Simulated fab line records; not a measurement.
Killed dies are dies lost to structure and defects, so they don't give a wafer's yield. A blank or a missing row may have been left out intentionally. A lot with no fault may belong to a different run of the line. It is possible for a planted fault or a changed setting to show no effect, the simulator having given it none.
A struck lot beside a sound one :: flow sky130 :: 25 out of 708 route steps
Sound: the wafers L830.1, L830.2, L830.5. Wafers L832.3, L832.5, L832.6 were the ones struck. The cause is named last.
Each step with rows lists, per side, the tool, then ch with its chambers, then its first start. Under that, the readings that differ: sound wafers :: struck wafers :: difference of the means :: sigmas: that difference in standard deviations of wafers without a fault.
alike: same words and numbers on both sides, and readings whose means sit less than 2 such deviations apart. not compared: any withheld reading, any reading some wafer has no value for, any bound like >300 that may hide the same value, and any number with overlapping values for which the record gives no deviation.
Wherever a step has rows on one side only, a row that says differs or no value, or a row with sigmas, the two part there. When numbers do not overlap yet have no deviation, they are printed without sigmas and do not part them. A reading that every wafer of one side lacks parts them only if that side has two wafers or more.

first, 1 step without rows for these wafers: SKY_VIA2_SPUTTER_20 (material TiN, target thk 20 nm, time 80 s).
SKY_VIA2_CVD_21: deposits W, target thk 420 nm, time 126.4 s.
  sound on cvd w-02 ch 0,1, day 39 22:10; struck on cvd w-02 ch 0,1, day 40 12:33
  alike: chamber pressure Torr, heater power w
SKY_VIA2_RS_MEAS_22: measures by four-point-probe.
  sound on film metro-04, day 39 22:17; struck on film metro-03, day 40 12:40
  alike: VIA2_W_RS
SKY_VIA2_THK_MEAS_23: measures by xrf.
  sound on film metro-04, day 39 22:25; struck on film metro-03, day 40 12:46
reading: VIA2_W_THK (nm)
sound: 399 399 402
struck: 409 407 417
difference: +11
sigmas: +2
SKY_VIA2_CMP_24: polishes, stops on SiO2, t overpolish 20 s, target thk 0 nm.
  sound on cmp-02 ch 1,3, day 39 22:28; struck on cmp-01 ch 0,1,3, day 40 13:07
  alike: head pressure psi, motor current A, overpolish run s, retaining ring pressure frac, slurry filter dp kPa, time to endpoint s
SKY_METAL3_SPUTTER_00: material Ti, target thk 15 nm, time 10 s.
  sound on pvd sputter-01, day 39 22:46; struck on pvd sputter-04, day 40 13:19
  alike: cathode dc power W, chamber pressure pa, throttle valve pct
then, 3 steps without rows for these wafers: SKY_METAL3_SPUTTER_01 (material TiN, target thk 20 nm, time 16.7 s); SKY_METAL3_SPUTTER_02 (material AlCu, target thk 735 nm, time 39.1 s); SKY_METAL3_SPUTTER_03 (material Ti, target thk 5 nm, time 3.3 s).
SKY_METAL3_SPUTTER_04: material TiN, target thk 70 nm, time 58.3 s.
  sound on pvd sputter-01, day 39 22:53; struck on pvd sputter-04, day 40 13:25
  alike: cathode dc power W, chamber pressure pa, throttle valve pct
then, 1 step without rows for these wafers: SKY_CAPM_CVD_00 (deposits SiO2, target thk 15.5 nm).
SKY_CAPM_THK_MEAS_01:
  sound on film metro-01, day 39 22:58; struck on film metro-03, day 40 13:30
  alike: CAPM_CVD_00_THK
SKY_CAPM_SPUTTER_02: material TiN, target thk 200 nm, time 166.7 s.
  sound on pvd sputter-03, day 39 23:01; struck on pvd sputter-02, day 40 13:32
  no value came back on the struck wafers for cathode dc power W (W), chamber pressure pa (Pa), throttle valve pct (%); on the sound wafers cathode dc power W (W) reads 6501.1 6501.1 6499.6
SKY_CAPM_RS_MEAS_03: measures by four-point-probe.
  sound on film metro-03, day 39 23:08; struck on film metro-02, day 40 13:41
reading: CAPM_TIN_RS (ohm/sq)
sound: 6.79 6.88 6.73
struck: - - -
difference: no value on the struck wafers
sigmas: 
SKY_CAPM_THK_MEAS_04: measures by xrf.
  sound on film metro-03, day 39 23:15; struck on film metro-02, day 40 13:47
reading: CAPM_TIN_THK (nm)
sound: 203.8 200.9 205.3
struck: <0.0 <0.0 <0.0
difference: differs
sigmas: 
then, 7 steps without rows for these wafers: SKY_CAPM_DEHYDRATE_05 (time 60 s); SKY_CAPM_HMDS_06 (prime time 60 s); SKY_CAPM_COAT_07 (resist thk 1140 nm); SKY_CAPM_SOFTBAKE_08 (time 60 s); SKY_CAPM_EXPOSE_09 (exposes mask CAPM, target cd 1000 nm); SKY_CAPM_PEB_10; SKY_CAPM_DEVELOP_11 (develop time 60 s).
SKY_CAPM_OVL_MEAS_12:
  sound on overlay-01, day 40 23:24; struck on overlay-01, day 41 12:20
  alike: CAPM_OVL
SKY_CAPM_METAL_ETCH_13: etches TiN in Cl2/BCl3, stops on SiO2, target depth 220 nm, time 62.9 s.
  sound on rie metal-04 ch 0,1, day 40 23:26; struck on rie metal-01 ch 0,1, day 41 12:23
reading: oes product au (a.u.)
sound: 0.953 0.948 0.957
struck: 0.372 0.383 0.379
difference: -0.575
sigmas: -72

reading: throttle valve pct (%)
sound: 21.899 21.918 21.898
struck: 22.271 22.258 22.268
difference: +0.361
sigmas: +36
  alike: chamber pressure mTorr, drypump motor current A, mfc cl2 sccm, rf fwd power W
  not compared: rf hours counter h
SKY_CAPM_STRIP_14: strips in O2/N2.
  sound on plasma asher-01 ch 0,1, day 40 23:31; struck on plasma asher-02 ch 0,1, day 41 12:28
  alike: chamber pressure mTorr, drypump motor current A, oes product au, strip time to endpoint s
  not compared: rf hours counter h

WHERE THEY PART
Last at SKY_CAPM_METAL_ETCH_13 as far as this record goes, first at SKY_VIA2_THK_MEAS_23. Later steps at which nothing parts them and some readings are alike: SKY_CAPM_STRIP_14.

WHY: the cause the simulator had injected
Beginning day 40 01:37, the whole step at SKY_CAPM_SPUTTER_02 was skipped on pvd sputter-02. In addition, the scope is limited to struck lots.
